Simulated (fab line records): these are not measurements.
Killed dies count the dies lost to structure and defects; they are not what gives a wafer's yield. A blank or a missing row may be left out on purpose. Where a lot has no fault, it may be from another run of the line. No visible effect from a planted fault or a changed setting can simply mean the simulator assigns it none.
2 desks, one fault -- flow sky130 -- only its own numbers are on each desk; what lay behind them is given at the end

## THE TOOL OWNER'S DESK: pvd-sputter-04
The tool's own readings at SKY_LI_CONTACT_SPUTTER_19 (material Ti, target thk 20 nm, time 106.37 s): means of the sampled wafers that have a number, for each lot that ran on this tool. Any lot whose mean is over 4 standard deviations away from the usual mean is out of limits and marked OUT; that distance is given in the brackets.
Columns: A = throttle-valve-pct at SKY_LI_CONTACT_SPUTTER_19, usual 29.7 %
lot,first seen here,A
L603,day 30 01:35,29.5
L611,day 33 01:25,30.0
L613,day 33 16:50,30.2
This desk found nothing out of limits on any of the 3 lots.

## FROM THE METROLOGY DESK
Means of the sampled wafers that have a number, per lot and without regard to the tool the lot ran on: this is what the gauges read. Any lot whose mean is over 4 standard deviations away from the usual mean is out of limits and marked OUT; that distance is given in the brackets.
Columns: A = cd-nm at SKY_LI_CONTACT_CD_MEAS_12, usual 170.4 nm; B = LI_CONTACT_OVL at SKY_LI_CONTACT_OVL_MEAS_13, usual 1 nm
lot,first seen here,A,B
L602,day 29 10:08,171.3,3
L603,day 30 01:00,168.2,-2
L611,day 33 00:52,170.5,1
L613,day 33 16:16,169.2,2
L621,day 36 13:18,171.3,-6
L623,day 36 14:36,171.4,8
This desk found nothing out of limits on any of the 6 lots.

## TAKEN TOGETHER
The desk of the tool owner found nothing out of limits.
The metrology desk saw nothing out of limits.

## WHAT THE SIMULATOR HAD PUT IN
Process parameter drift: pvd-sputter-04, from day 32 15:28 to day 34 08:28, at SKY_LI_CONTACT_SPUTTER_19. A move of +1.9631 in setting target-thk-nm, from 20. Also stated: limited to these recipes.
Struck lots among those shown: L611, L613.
